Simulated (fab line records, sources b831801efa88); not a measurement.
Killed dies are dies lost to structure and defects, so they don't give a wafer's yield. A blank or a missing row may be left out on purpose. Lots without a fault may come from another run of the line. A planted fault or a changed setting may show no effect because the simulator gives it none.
Which tool did it? | flow sky130 | 12 lots, 36 wafers sampled, at 3 steps of a route of 708

WHAT THE GAUGES READ, wafer by wafer
SKY_METAL4_OVL_MEAS_14.
lot  | measured     | on         | METAL4_OVL (nm)
L075 | day 42 15:31 | overlay-01 | -6 -2 -11
L077 | day 42 16:51 | overlay-01 | -7 3 -4
L079 | day 43 08:38 | overlay-01 | -5 1 -10
L081 | day 43 23:43 | overlay-01 | -6 0 -1
L083 | day 44 13:35 | overlay-02 | -4 -8 -9
L085 | day 44 17:39 | overlay-01 | -10 -11 -12
L087 | day 45 12:44 | overlay-01 | -9 -9 -7
L089 | day 45 22:47 | overlay-01 | 0 -1 -7
L093 | day 47 11:26 | overlay-02 | -3 -3 1
L091 | day 47 14:26 | overlay-01 | -6 -3 -6
L092 | day 47 17:02 | overlay-01 | -4 -1 -6
L097 | day 47 20:22 | overlay-01 | 6 -2 0

WHICH TOOL RAN EACH LOT (tool, then ch and the chambers of the sampled wafers, then the start)
lot  | SKY_CAPM_STRIP_14                    | SKY_METAL3_DESCUM_15
L075 | plasma_asher-02 ch 0,1, day 38 06:47 | rie_metal-04 ch 0,1, day 39 08:58
L077 | plasma_asher-02 ch 0,1, day 38 08:26 | rie_metal-01 ch 0,1, day 39 10:36
L079 | plasma_asher-02 ch 0,1, day 39 02:14 | rie_metal-04 ch 0, day 40 03:53
L081 | plasma_asher-01 ch 0,1, day 39 18:28 | rie_metal-02 ch 0,1, day 40 19:47
L083 | plasma_asher-02 ch 0,1, day 40 09:26 | rie_metal-02 ch 0,1, day 41 10:20
L085 | plasma_asher-02 ch 0,1, day 40 17:59 | rie_metal-04 ch 0,1, day 41 18:20
L087 | plasma_asher-04 ch 0,1, day 41 13:04 | rie_metal-01 ch 0,1, day 42 14:13
L089 | plasma_asher-02 ch 0,1, day 42 01:13 | rie_metal-04 ch 0,1, day 43 02:05
L093 | plasma_asher-01 ch 0,1, day 43 18:35 | rie_metal-04 ch 1, day 44 16:38
L091 | plasma_asher-01 ch 0,1, day 43 22:25 | rie_metal-04 ch 0,1, day 44 18:49
L092 | plasma_asher-04 ch 0,1, day 44 01:41 | rie_metal-02 ch 0,1, day 44 21:59
L097 | plasma_asher-01 ch 0,1, day 44 05:41 | rie_metal-01 ch 0,1, day 45 03:04
- SKY_CAPM_STRIP_14: strips in O2/N2.
- SKY_METAL3_DESCUM_15: chemistry O2, time 8 s.

THE ANSWER, worked out from the rows above alone
Rule: what is usual is taken from the lots themselves. Put in order of their means at a reading, lots are off if they are a third of the lots or fewer, leave a main group of 4 or more, and stand apart from it by a gap of 3 or more times the standard deviation of the main group's means; of several such gaps the widest counts. A main group whose means are all the same, to the digits that the tables above print for the reading, isn't used. A lot without any number at a reading at which 4 lots or more have one is off too. The other lots that the step has rows for count as sound.
No lot is off at any reading shown: from this, nothing can be told.

WHAT THE SIMULATOR HAD PUT IN
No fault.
